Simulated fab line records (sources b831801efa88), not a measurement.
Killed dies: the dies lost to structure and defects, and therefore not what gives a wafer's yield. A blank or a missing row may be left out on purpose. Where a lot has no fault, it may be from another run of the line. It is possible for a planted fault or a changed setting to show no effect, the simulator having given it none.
Struck lot and sound lot, side by side || flow sky130 || 24 steps out of a route of 708
Sound: wafers L267.3, L267.5, L267.6. Struck: wafers L278.2, L278.4. (L278.1 of the same lot was not struck and is left out.) The cause comes at the end.
Order at every step that has rows: each side's tool, ch and its chambers, its first start. Under that, the readings that differ: sound wafers || struck wafers || difference of the means || sigmas: that difference in standard deviations of wafers without a fault.
alike: words and numbers the same on both sides, and readings whose means are apart by under 2 such deviations; not compared: readings that were withheld, readings missing a value for some wafer, numbers with overlapping values and no deviation given by the record, and bounds like >300 which may hide the same value.
The two part at a step that has a row with sigmas, a row that says differs or no value, or rows on one side only. Numbers that have no deviation but don't overlap get no sigmas and don't part them. Lack of a reading on every wafer of one side parts them only where that side has two or more wafers.

first, 3 steps without rows for these wafers: SKY_LOCAL_INTERCONNECT_STRIP_16 (strips in post etch residue remover, time 1200 s); SKY_LOCAL_INTERCONNECT_CLEAN_17 (cleans in IPA, time 180 s); SKY_LOCAL_INTERCONNECT_CLEAN_18 (cleans in O3/DIW).
SKY_CONTACT_CVD_00: deposits Si3N4, target thk 75 nm.
  sound on pecvd-04 ch 1,2, day 32 23:47; struck on pecvd-01 ch 1,2, day 36 05:44
  alike: heaterPowerW, susceptorTempC
SKY_CONTACT_THK_MEAS_01:
  sound on filmMetro-02, day 32 23:50; struck on filmMetro-01, day 36 05:46
{"reading": "CONTACT_CVD_00_THK (nm)", "sound": "75.1 76.4 76.9", "struck": "73.3 74.5", "difference": -2.2, "sigmas": -2}
then, 1 step without rows for these wafers: SKY_CONTACT_HDPCVD_02 (deposits SiO2, target thk 565 nm, time 94.2 s).
SKY_CONTACT_THK_MEAS_03:
  sound on filmMetro-02, day 32 23:58; struck on filmMetro-02, day 36 05:53
  alike: CONTACT_HDPCVD_THK
SKY_CONTACT_CMP_04: polishes SiO2.
  sound on cmp-02 ch 0,3, day 33 00:01; struck on cmp-01 ch 0,1, day 36 06:00
  alike: motorCurrentA, timeToEndpointS
SKY_CONTACT_BOW_MEAS_05:
  sound on filmMetro-02, day 33 00:21; struck on filmMetro-02, day 36 06:15
  alike: CONTACT_BOW
then, 3 steps without rows for these wafers: SKY_CONTACT_DEHYDRATE_06 (time 60 s); SKY_CONTACT_HMDS_07 (prime time 60 s); SKY_CONTACT_COAT_08 (resist thk 60 nm).
SKY_CONTACT_COAT_09: resist thk 450 nm.
  sound on lithoTrack-01 ch 0, day 33 13:00; struck on lithoTrack-01 ch 0, day 36 19:00
{"reading": "model.KrF-thick_of_CONTACT_COAT_09.thkNm (nm)", "sound": "452.9 453.5 453.8", "struck": "399.2 399.9", "difference": -53.9, "sigmas": ""}
  alike: chillPlateTempC, exhaustPa
then, 4 steps without rows for these wafers: SKY_CONTACT_SOFTBAKE_10 (time 90 s); SKY_CONTACT_EXPOSE_11 (exposes mask CTM1, target cd 170 nm); SKY_CONTACT_PEB_12; SKY_CONTACT_DEVELOP_13 (develop time 60 s).
SKY_CONTACT_CD_MEAS_14 targets a cd of 170 nm.
  sound on cdSem-02, day 34 02:26; struck on cdSem-01, day 37 08:58
{"reading": "cdNm (nm)", "sound": "168.3 170.2 170.4", "struck": "173.2 173.5", "difference": "+3.7", "sigmas": "+2"}
SKY_CONTACT_OVL_MEAS_15:
  sound on overlay-01, day 34 02:31; struck on overlay-02, day 37 09:05
  alike: CONTACT_OVL
SKY_CONTACT_ETCH_16: etches BARC in N2/H2, stops on SiO2, time 45.9 s, target depth 60 nm.
  sound on rieDiel-03 ch 0,1,3, day 34 02:32; struck on rieDiel-03 ch 1,2, day 37 09:07
  alike: drypumpMotorCurrentA, oesProductAu, throttleValvePct
  not compared: rfHoursCounterH
SKY_CONTACT_ETCH_17: etches SiO2 in C4F8/O2/Ar, stops on Si3N4, target depth 340 nm.
  sound on rieDiel-03 ch 0,1,3, day 34 02:35; struck on rieDiel-03 ch 1,2, day 37 09:10
  alike: oesProductAu
SKY_CONTACT_ETCH_18: etches Si3N4 in CHF3/O2, stops on TiN, time 39 s, target depth 75 nm.
  sound: rieDiel-03 ch 0,1,3; struck: rieDiel-03 ch 1,2
{"reading": "oesProductAu (a.u.)", "sound": "0.858 0.864 0.866", "struck": "0.840 0.850", "difference": -0.018, "sigmas": -3}
{"reading": "model.KrF-thick_of_CONTACT_COAT_09.thkNm (nm)", "sound": "243.5 247.6 245", "struck": "191.4 188.5", "difference": -55.4, "sigmas": ""}
  alike: O2_flow_sccm, drypumpMotorCurrentA, throttleValvePct
  not compared: rfHoursCounterH
SKY_CONTACT_STRIP_19: strips in O2/N2.
  sound on plasmaAsher-02 ch 0,1, day 34 02:43; struck on plasmaAsher-03 ch 0,1, day 37 09:15
{"reading": "oesProductAu (a.u.)", "sound": "0.383 0.375 0.391", "struck": "0.360 0.355", "difference": -0.026, "sigmas": -5}
{"reading": "stripTimeToEndpointS (s)", "sound": "3.615 3.663 3.633", "struck": "3.064 3.041", "difference": -0.584, "sigmas": -20}
  alike: drypumpMotorCurrentA
  not compared: rfHoursCounterH
then, 1 step without rows for these wafers: SKY_CONTACT_STRIP_20 (strips in post etch residue remover, time 1200 s).

WHERE THEY PART
Earliest at SKY_CONTACT_THK_MEAS_01; latest, in this record, at SKY_CONTACT_STRIP_19.

WHY: whatever the simulator had introduced
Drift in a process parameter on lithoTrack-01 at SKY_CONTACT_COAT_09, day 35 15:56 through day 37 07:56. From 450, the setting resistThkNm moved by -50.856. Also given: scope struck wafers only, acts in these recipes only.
